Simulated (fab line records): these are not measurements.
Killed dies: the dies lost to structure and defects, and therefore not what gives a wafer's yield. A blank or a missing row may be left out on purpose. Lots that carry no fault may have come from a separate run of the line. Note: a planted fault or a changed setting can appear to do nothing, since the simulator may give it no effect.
Which tool was responsible? ; flow sky130 ; Sampling: 6 lots, 18 wafers, 2 of 708 route steps

WHAT THE GAUGES READ, wafer by wafer
SKY_VIA2_CD_MEAS_12: target cd 200 nm.
lot;measured;on;cd-nm (nm)
L969;day 37 00:41;cd-sem-02;198.8 199.2 198.3
L970;day 37 18:32;cd-sem-01;200.7 200.0 200.5
L973;day 38 06:13;cd-sem-02;200.3 201.4 201.3
L980;day 41 00:54;cd-sem-01;193.3 193.1 193.7
L987;day 42 00:56;cd-sem-02;201.5 199.8 200.9
L988;day 42 14:44;cd-sem-02;198.5 198.5 197.7

TOOL THAT RAN EACH LOT (tool first, then ch and the chambers of the sampled wafers, then the start)
lot;SKY_VIA2_DEVELOP_11
L969;litho-track-04 ch 0, day 37 00:00
L970;litho-track-04 ch 0, day 37 18:00
L973;litho-track-03 ch 0, day 38 06:00
L980;litho-track-03 ch 0, day 41 00:00
L987;litho-track-02 ch 0, day 42 00:00
L988;litho-track-02 ch 0, day 42 14:00
- SKY_VIA2_DEVELOP_11: develop time 60 s.

THE ANSWER, worked out from the rows above alone
Rule: the usual values come from the lots themselves. The widest of any qualifying gaps counts: lots, ordered by their means at a reading, are off when they make up no more than a third of the lots, leave a main group of 4 or more, and stand apart from it by 3 or more times the standard deviation of that group's means. The tables above print the reading to a certain number of digits; a main group whose means all agree to those digits is not used. Also off: a lot with no number at a reading for which 4 or more lots have one. Where the step has rows for the other lots, those lots are counted as sound.
Off: L980, at SKY_VIA2_CD_MEAS_12 (cd-nm). The main group: mean 199.8 nm, standard deviation 1.1.
If a tool, at a process step before that reading, ran all the lots that are off and no sound lot after the first of them, it fits. Those tools and the gauges at SKY_VIA2_CD_MEAS_12 are tried in the same way. Can't be told from this: 2 tools fit, litho-track-03 at SKY_VIA2_DEVELOP_11, cd-sem-01 at SKY_VIA2_CD_MEAS_12.

WHAT THE SIMULATOR HAD PUT IN
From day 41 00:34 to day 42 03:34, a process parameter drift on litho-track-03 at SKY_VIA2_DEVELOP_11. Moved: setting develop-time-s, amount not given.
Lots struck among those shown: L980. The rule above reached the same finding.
